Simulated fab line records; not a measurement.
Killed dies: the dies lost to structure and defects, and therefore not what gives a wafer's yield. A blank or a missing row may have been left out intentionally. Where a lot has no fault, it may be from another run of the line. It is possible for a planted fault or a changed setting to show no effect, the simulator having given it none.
Which tool is to blame? + flow gf180mcu + 13 lots, 39 wafers sampled, at 4 steps of a route of 602

## WHAT THE GAUGES READ, wafer by wafer
GF_LVPWELL_TW_MEAS_11.
| lot  | measured    | on           | LVPWELL_TW  |
|------|-------------|--------------|-------------|
| L501 | day 3 23:01 | filmMetro-02 | 557 552 554 |
| L505 | day 4 20:13 | filmMetro-01 | 558 559 558 |
| L506 | day 5 03:52 | filmMetro-04 | 554 552 555 |
| L507 | day 5 10:25 | filmMetro-04 | 556 557 559 |
| L508 | day 5 14:49 | filmMetro-02 | 551 555 550 |
| L510 | day 6 02:02 | filmMetro-04 | 560 558 560 |
| L513 | day 6 17:29 | filmMetro-02 | 554 551 556 |
| L517 | day 7 22:29 | filmMetro-01 | 562 562 564 |
| L518 | day 7 23:47 | filmMetro-01 | 563 563 563 |
| L520 | day 8 13:24 | filmMetro-01 | 561 557 561 |
| L521 | day 8 18:23 | filmMetro-01 | 560 558 556 |
| L522 | day 9 02:33 | filmMetro-04 | 557 558 556 |
| L524 | day 9 12:56 | filmMetro-04 | 556 558 556 |

GF_VT_IMPLANT_TW_MEAS_21.
| lot  | measured     | on           | VT_IMPLANT_2_TW |
|------|--------------|--------------|-----------------|
| L501 | day 6 10:09  | filmMetro-03 | 1204 1202 1202  |
| L505 | day 7 10:13  | filmMetro-01 | 1222 1215 1221  |
| L506 | day 7 18:44  | filmMetro-01 | 1224 1228 1218  |
| L507 | day 8 01:05  | filmMetro-01 | 1206 1210 1206  |
| L508 | day 8 05:14  | filmMetro-04 | 1202 1202 1208  |
| L510 | day 8 20:04  | filmMetro-03 | 1203 1197 1199  |
| L513 | day 9 12:44  | filmMetro-01 | 1221 1217 1218  |
| L517 | day 10 20:49 | filmMetro-03 | 1072 1075 1072  |
| L518 | day 10 22:31 | filmMetro-04 | 1080 1077 1079  |
| L520 | day 11 14:11 | filmMetro-01 | 1210 1207 1208  |
| L521 | day 11 18:46 | filmMetro-01 | 1214 1204 1210  |
| L522 | day 12 03:59 | filmMetro-04 | 1217 1204 1214  |
| L524 | day 12 15:06 | filmMetro-04 | 1211 1213 1209  |

## WHICH TOOL RAN EACH LOT (tool, then ch and the chambers of the sampled wafers, then the start)
| lot  | GF_VT_IMPLANT_SOFTBAKE_14        | GF_VT_IMPLANT_IMPLANT_19        |
|------|----------------------------------|---------------------------------|
| L501 | lithoTrack-01 ch 0, day 6 02:24  | implanter-03 ch 0, day 6 09:56  |
| L505 | lithoTrack-03 ch 0, day 7 02:23  | implanter-02 ch 0, day 7 09:58  |
| L506 | lithoTrack-04 ch 0, day 7 09:47  | implanter-01 ch 0, day 7 18:31  |
| L507 | lithoTrack-04 ch 0, day 7 16:02  | implanter-03 ch 0, day 8 00:52  |
| L508 | lithoTrack-03 ch 0, day 7 20:59  | implanter-03 ch 0, day 8 04:59  |
| L510 | lithoTrack-04 ch 0, day 8 11:06  | implanter-01 ch 0, day 8 19:49  |
| L513 | lithoTrack-01 ch 0, day 9 03:25  | implanter-01 ch 0, day 9 12:31  |
| L517 | lithoTrack-01 ch 0, day 10 11:21 | implanter-02 ch 0, day 10 20:34 |
| L518 | lithoTrack-01 ch 0, day 10 12:36 | implanter-02 ch 0, day 10 22:07 |
| L520 | lithoTrack-01 ch 0, day 11 04:25 | implanter-03 ch 0, day 11 13:58 |
| L521 | lithoTrack-01 ch 0, day 11 08:51 | implanter-01 ch 0, day 11 18:31 |
| L522 | lithoTrack-01 ch 0, day 11 17:55 | implanter-03 ch 0, day 12 03:38 |
| L524 | lithoTrack-01 ch 0, day 12 05:01 | implanter-03 ch 0, day 12 14:49 |
- GF_VT_IMPLANT_SOFTBAKE_14: time 61.6 s.
- GF_VT_IMPLANT_IMPLANT_19

## WHAT THE TOOLS THEMSELVES READ (means of the sampled wafers that have a number; where no wafer has one, the mark that the record gives instead)
GF_VT_IMPLANT_SOFTBAKE_14.
| lot  | tool          | heaterPowerTotalW (W) | plateSensorTCentreC (C) | plateSensorTEdgeC (C) |
|------|---------------|-----------------------|-------------------------|-----------------------|
| L501 | lithoTrack-01 | 56.56                 | 90.746                  | 90.830                |
| L505 | lithoTrack-03 | 56.56                 | 90.760                  | 90.816                |
| L506 | lithoTrack-04 | 56.52                 | 90.748                  | 90.839                |
| L507 | lithoTrack-04 | 56.56                 | 90.761                  | 90.825                |
| L508 | lithoTrack-03 | 56.57                 | 90.764                  | 90.832                |
| L510 | lithoTrack-04 | 56.62                 | 90.758                  | 90.833                |
| L513 | lithoTrack-01 | 56.54                 | 90.758                  | 90.822                |
| L517 | lithoTrack-01 | 56.56                 | 90.749                  | 90.818                |
| L518 | lithoTrack-01 | 56.56                 | 90.750                  | 90.826                |
| L520 | lithoTrack-01 | 56.57                 | 90.760                  | 90.841                |
| L521 | lithoTrack-01 | 56.56                 | 90.759                  | 90.824                |
| L522 | lithoTrack-01 | 56.54                 | 90.756                  | 90.833                |
| L524 | lithoTrack-01 | 56.58                 | 90.754                  | 90.826                |

GF_VT_IMPLANT_IMPLANT_19.
| lot  | tool         | tiltDeg (degrees) |
|------|--------------|-------------------|
| L501 | implanter-03 | 6.992             |
| L505 | implanter-02 | 6.985             |
| L506 | implanter-01 | 7.021             |
| L507 | implanter-03 | 7.003             |
| L508 | implanter-03 | 7.011             |
| L510 | implanter-01 | 7.000             |
| L513 | implanter-01 | 7.001             |
| L517 | implanter-02 | 0.035             |
| L518 | implanter-02 | -0.020            |
| L520 | implanter-03 | 7.000             |
| L521 | implanter-01 | 6.983             |
| L522 | implanter-03 | 6.998             |
| L524 | implanter-03 | 6.975             |

## THE ANSWER, worked out from the rows above alone
Rule: the usual values come from the lots themselves. The widest of any qualifying gaps counts: lots, ordered by their means at a reading, are off when they make up no more than a third of the lots, leave a main group of 4 or more, and stand apart from it by 3 or more times the standard deviation of that group's means. A main group whose means are all the same, to the digits that the tables above print for the reading, isn't used. Also off: a lot with no number at a reading for which 4 or more lots have one. The other lots that the step has rows for count as sound. The gauges are gone through in route order, then the tools' own readings, and for those a lot's mean is taken as printed above. The first step at which some lot is off is used, and at that step the reading that is off furthest; a lot without a number counts as furthest.
Off: L517, L518, at GF_VT_IMPLANT_TW_MEAS_21 (VT_IMPLANT_2_TW). The main group: mean 1210, standard deviation 7.1.
If a tool, at a process step before that reading, ran all the lots that are off and no sound lot after the first of them, it fits. The gauges at GF_VT_IMPLANT_TW_MEAS_21 aren't tried: what is off there is off at GF_VT_IMPLANT_IMPLANT_19 too, on other tools, and a gauge's error can't cause that. One fits: implanter-02 at GF_VT_IMPLANT_IMPLANT_19. Its last sound lot is L505 (day 7 09:58), its first lot that is off L517 (day 10 20:34): a fault that began between those two fits.
The tool's own readings at GF_VT_IMPLANT_IMPLANT_19 bear it out: on the lots that are off they differ by more than 5 times the standard deviation of the sound lots' means. tiltDeg reads 0.008 degrees there against 6.997 degrees on the sound lots.

## WHAT HAD BEEN PUT IN BY THE SIMULATOR
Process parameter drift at GF_VT_IMPLANT_IMPLANT_19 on implanter-02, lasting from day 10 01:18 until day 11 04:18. The setting tiltDeg was moved by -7, starting from 7. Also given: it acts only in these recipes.
Lots struck among those shown: L517, L518. The same result came from the rule above.
